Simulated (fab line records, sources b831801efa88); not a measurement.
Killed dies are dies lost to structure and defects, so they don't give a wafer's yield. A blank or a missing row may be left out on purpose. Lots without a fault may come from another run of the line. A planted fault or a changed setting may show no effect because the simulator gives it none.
fab line records | flow gf180mcu
record lots=14 wafers=41 last_day=34
route steps=602 shown CONTACT@310 V1@337
lots that met no fault: from a run of the same line without faults
start_h: hours from the record's first day to the start of the lot's first wafer shown | wait_h: hours since the lot's step before | " the same as in the row above | L1.1+2: a row that stands for several wafers | - no value, or no start given | * or withheld: withheld | < > ~ a bound
route shown NAME@n: a module of which the file shows steps, and the number in the route of the first | usual: mean/standard deviation of fault-free wafers | same: alike in all rows | chamber/n: place in a boat | sites: the reading at each site | _std_site: their standard deviation | _edge_site: outer sites' mean less inner sites' | radius_mm: how far each site lies from the wafer's centre | mask NAME#n: copy n | behind: the tool/chamber that last shaped the wafer | hold: why the lot was held/for how many hours/how that ended | device: the transistor (n, p or np) that didn't switch | end of line: the same wafers' tests at the end of the route | a step without rows: its recipe alone | killed: dies lost to structure and defects at the first sort, not the wafer's yield | map: a wafer's dies, x killed, . not, _ none there
set.NAME: the setting as run; set.NAME@STEP: as run at that earlier step | model.NAME: the simulator's own value behind a step, which no gauge read
steps of the route over a sample of lots; a table a step, a row a wafer
services: from which hour (start_h, from the record's first day; less than 0 if before it) a tool's chamber was out of use, for how many hours, and why
## steps
# step GF_CONTACT_SPUTTER_23
# recipe material=TiN target_thk_nm=10 chamber_pressure_pa=5 power_w=4000 time_s=40
# usual chamber_pressure_pa=5.000/0.0093 throttle_valve_pct=29.9/0.95
# columns lot.wafer tool chamber start_h wait_h chamber_pressure_pa throttle_valve_pct
L516.2 pvd_sputter-04 - 367.43 0.0 4.991 30.8
L516.4 " - " " 4.992 30.5
L516.5 " - " " 4.991 30.7
L518.1 pvd_sputter-04 - 390.94 0.0 5.020 30.6
L518.4 " - " " 5.002 29.9
L518.6 " - " " 4.986 30.7
L519.2 pvd_sputter-04 - 393.84 0.0 4.997 30.4
L519.3 " - " " 4.982 29.7
L519.6 " - " " 4.996 30.6
L520.2 pvd_sputter-03 - 402.89 0.0 4.997 31.3
L520.4 " - " " 4.990 31.1
L520.6 " - " " 4.993 31.5
L521.4 pvd_sputter-02 - 405.08 0.0 4.999 30.2
L521.5 " - " " 4.991 29.9
L521.6 " - " " 5.008 29.6
L523.1 pvd_sputter-04 - 434.44 0.0 4.993 30.1
L523.4 " - " " 4.997 29.5
L524.1 pvd_sputter-03 - 437.28 0.0 4.985 30.7
L524.2 " - " " 5.009 29.5
L524.3 " - " " 5.007 31.1
L525.1 pvd_sputter-02 - 440.94 0.0 4.998 27.8
L525.2 " - " " 5.017 29.7
L525.5 " - " " 5.004 30.1
L533.1 pvd_sputter-03 - 511.53 0.0 4.994 31.2
L533.4 " - " " 4.985 30.4
L533.6 " - " " 4.992 31.2
L534.1 pvd_sputter-03 - 525.53 0.0 5.006 31.3
L534.4 " - " " 4.993 29.7
L534.5 " - " " 5.012 29.5
L535.1 pvd_sputter-02 - 526.33 0.0 4.997 29.9
L535.3 " - " " 4.994 29.8
L535.6 " - " " 4.987 27.8
L536.1 pvd_sputter-02 - 532.88 0.0 5.000 30.2
L536.3 " - " " 5.019 29.9
L536.6 " - " " 5.010 27.7
L537.1 pvd_sputter-02 - 543.64 0.0 5.014 30.0
L537.2 " - " " 4.985 27.6
L537.4 " - " " 4.997 29.7
L539.3 pvd_sputter-03 - 558.84 0.0 4.993 30.3
L539.5 " - " " 4.983 30.1
L539.6 " - " " 4.997 29.4
# step GF_V1_CVD_02
# recipe material=SiO2 target_thk_nm=850 precursor=TEOS temp_c=400 time_s=94.851 rf_w=600
# usual heater_power_outer_w=340/60 heater_power_w=602/83
# columns lot.wafer tool chamber start_h wait_h heater_power_outer_w heater_power_w
L516.2 pecvd-04 0 392.23 0.0 295 557
L516.4 " 1 " " 373 703
L516.5 " 0 " " 319 590
L518.1 pecvd-02 2 416.13 0.1 407 731
L518.4 " 0 " " 343 652
L518.6 " 2 " " 441 735
L519.2 pecvd-01 0 419.95 0.0 300 567
L519.3 " 2 " " 410 667
L519.6 " 1 " " 418 711
L520.2 pecvd-01 1 428.52 0.0 423 717
L520.4 " 2 " " 330 556
L520.6 " 0 " " 307 550
L521.4 pecvd-01 1 430.84 0.1 369 662
L521.5 " 2 " " 445 738
L521.6 " 0 " " 322 577
L523.1 pecvd-04 0 460.49 0.1 343 611
L523.4 " 0 " " 248 487
L524.1 pecvd-02 2 463.70 0.1 432 715
L524.2 " 1 " " 296 502
L524.3 " 0 " " 365 663
L525.1 pecvd-02 1 466.57 0.1 341 564
L525.2 " 0 " " 267 551
L525.5 " 1 " " 264 442
L533.1 pecvd-02 2 536.20 0.1 449 749
L533.4 " 0 " " 370 668
L533.6 " 2 " " 469 770
L534.1 pecvd-01 0 549.69 0.1 297 554
L534.4 " 2 " " 386 625
L534.5 " 1 " " 405 661
L535.1 pecvd-04 1 550.61 0.1 384 709
L535.3 " 2 " " 301 572
L535.6 " 2 " " 323 600
L536.1 pecvd-02 2 556.94 0.1 434 731
L536.3 " 1 " " 273 455
L536.6 " 0 " " 255 534
L537.1 pecvd-01 1 567.41 0.1 407 680
L537.2 " 0 " " 283 530
L537.4 " 2 " " 332 559
L539.3 pecvd-01 1 582.10 0.0 431 708
L539.5 " 2 " " 418 642
L539.6 " 1 " " 320 557
# step GF_V1_DEVELOP_13
# recipe develop_time_s=60 resist=KrF dev_temp_c=21
# usual chill_plate_temp_C=23.00/0.1 develop_time_s=60/0
# columns lot.wafer tool chamber start_h wait_h chill_plate_temp_C develop_time_s
L516.2 litho_track-01 0 416.41 0.2 22.99 60
L516.4 " 0 " " 22.91 60
L516.5 " 0 " " 23.20 60
L518.1 litho_track-02 0 440.45 0.2 22.99 60
L518.4 " 0 " " 22.96 60
L518.6 " 0 " " 23.04 60
L519.2 litho_track-02 0 444.53 0.2 22.84 60
L519.3 " 0 " " 22.97 60
L519.6 " 0 " " 22.88 60
L520.2 litho_track-02 0 453.08 0.2 23.05 60
L520.4 " 0 " " 22.99 60
L520.6 " 0 " " 23.03 60
L521.4 litho_track-04 0 455.07 0.1 22.88 60
L521.5 " 0 " " 22.91 60
L521.6 " 0 " " 22.81 60
L523.1 litho_track-04 0 485.40 0.2 23.01 60
L523.4 " 0 " " 23.01 60
L524.1 litho_track-02 - 487.70 0.2 - -
L524.2 " - " " - -
L524.3 " - " " - -
L525.1 litho_track-02 - 490.70 0.2 - -
L525.2 " - " " - -
L525.5 " - " " - -
L533.1 litho_track-04 0 558.45 0.2 22.88 60
L533.4 " 0 " " 23.00 60
L533.6 " 0 " " 22.96 60
L534.1 litho_track-02 0 572.25 0.2 22.92 60
L534.4 " 0 " " 23.02 60
L534.5 " 0 " " 23.01 60
L535.1 litho_track-01 0 572.89 0.2 22.87 60
L535.3 " 0 " " 23.06 60
L535.6 " 0 " " 22.85 60
L536.1 litho_track-02 0 579.05 0.2 23.09 60
L536.3 " 0 " " 23.13 60
L536.6 " 0 " " 23.12 60
L537.1 litho_track-02 0 589.15 0.2 23.07 60
L537.2 " 0 " " 22.86 60
L537.4 " 0 " " 22.93 60
L539.3 litho_track-01 0 603.34 0.1 22.94 60
L539.5 " 0 " " 23.16 60
L539.6 " 0 " " 22.98 60
# step GF_V1_SPUTTER_22
# recipe material=TiN target_thk_nm=10 chamber_pressure_pa=5 power_w=4000 time_s=40
# usual chamber_pressure_pa=4.999/0.011 throttle_valve_pct=29.7/0.82
# columns lot.wafer tool chamber start_h wait_h chamber_pressure_pa throttle_valve_pct
L516.2 pvd_sputter-04 - 417.46 0.0 5.021 30.6
L516.4 " - " " 5.012 31.0
L516.5 " - " " 5.000 30.3
L518.1 pvd_sputter-01 - 441.49 0.0 5.003 30.5
L518.4 " - " " 5.012 29.0
L518.6 " - " " 4.978 30.4
L519.2 pvd_sputter-04 - 445.53 0.0 4.998 29.5
L519.3 " - " " 4.988 30.4
L519.6 " - " " 4.980 30.8
L520.2 pvd_sputter-02 - 454.09 0.0 5.017 30.3
L520.4 " - " " 5.000 29.8
L520.6 " - " " 5.004 29.8
L521.4 pvd_sputter-04 - 456.03 0.0 5.005 30.3
L521.5 " - " " 4.985 29.6
L521.6 " - " " 5.015 30.0
L523.1 pvd_sputter-02 - 486.43 0.0 5.012 27.4
L523.4 " - " " 4.991 30.1
L524.1 pvd_sputter-02 - 488.74 0.0 4.994 30.2
L524.2 " - " " 5.000 27.6
L524.3 " - " " 5.014 29.8
L525.1 pvd_sputter-02 - 491.73 0.0 5.000 27.9
L525.2 " - " " 5.006 29.7
L525.5 " - " " 4.995 30.1
L533.1 pvd_sputter-04 - 559.58 0.0 5.004 30.7
L533.4 " - " " 4.997 29.7
L533.6 " - " " 4.992 30.6
L534.1 pvd_sputter-02 - 573.28 0.0 5.000 29.6
L534.4 " - " " 5.001 29.8
L534.5 " - " " 4.991 30.0
L535.1 pvd_sputter-01 - 573.91 0.0 5.018 29.0
L535.3 " - " " 4.995 30.5
L535.6 " - " " 4.994 29.0
L536.1 pvd_sputter-04 - 580.15 0.0 5.002 29.7
L536.3 " - " " 5.000 30.6
L536.6 " - " " 5.015 30.3
L537.1 pvd_sputter-02 - 590.18 0.0 5.014 27.7
L537.2 " - " " 4.992 29.7
L537.4 " - " " 5.000 30.1
L539.3 pvd_sputter-02 - 604.35 0.0 4.986 29.7
L539.5 " - " " 4.978 30.1
L539.6 " - " " 4.986 27.8
## services
# columns tool chamber start_h hours kind
pecvd-01 - 367.78 6.0 pm
pecvd-01 - 373.78 14.0 pm
pvd_sputter-03 - 378.29 1.2 repair
pecvd-01 - 384.19 0.5 repair
pvd_sputter-03 - 393.74 2.6 repair
pecvd-04 0 400.86 11.1 repair
pvd_sputter-01 - 415.00 14.4 repair
pvd_sputter-01 - 417.69 1.0 repair
pvd_sputter-03 - 422.53 14.5 repair
pecvd-02 - 423.36 2.8 repair
pvd_sputter-02 - 428.55 8.6 repair
pvd_sputter-02 - 431.34 0.5 repair
pecvd-01 - 454.23 14.0 repair
pvd_sputter-03 - 471.36 2.3 repair
pecvd-04 1 482.65 25.1 repair
pecvd-04 2 485.86 6.3 repair
pvd_sputter-04 - 491.11 1.5 repair
pecvd-02 2 517.81 9.8 repair
pecvd-01 - 537.95 2.8 pm
pecvd-01 - 567.55 4.1 repair
pvd_sputter-04 - 572.58 6.7 repair
pvd_sputter-02 - 584.77 2.3 repair
pecvd-04 - 591.12 14.0 pm
pvd_sputter-04 - 592.20 2.5 repair
## key
first_sign step=GF_V1_DEVELOP_13 reading=tool_record direction=missing
effect none on later readings
met_at GF_V1_DEVELOP_13
struck_lots L524,L525
later_rows_left_out L524.1,L524.2,L524.3,L525.1,L525.2,L525.5
sort_left_out L524.1,L524.2,L524.3,L525.1,L525.2,L525.5
not_acting_at GF_CONTACT_SPUTTER_23,GF_V1_CVD_02,GF_V1_SPUTTER_22
onset_between 453.08 487.70
fault kind=skipped_step_whole tool=litho_track-02 chamber=- onset_h=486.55 steps=GF_V1_DEVELOP_13 scope=struck_lots_only
# sort_left_out: the simulated sort isn't trusted on such a fault, so these wafers' sort isn't shown, and their yield isn't known
# later_rows_left_out: the simulator's readings of these wafers behind a module that went badly wrong aren't trusted and aren't shown, but for the sort
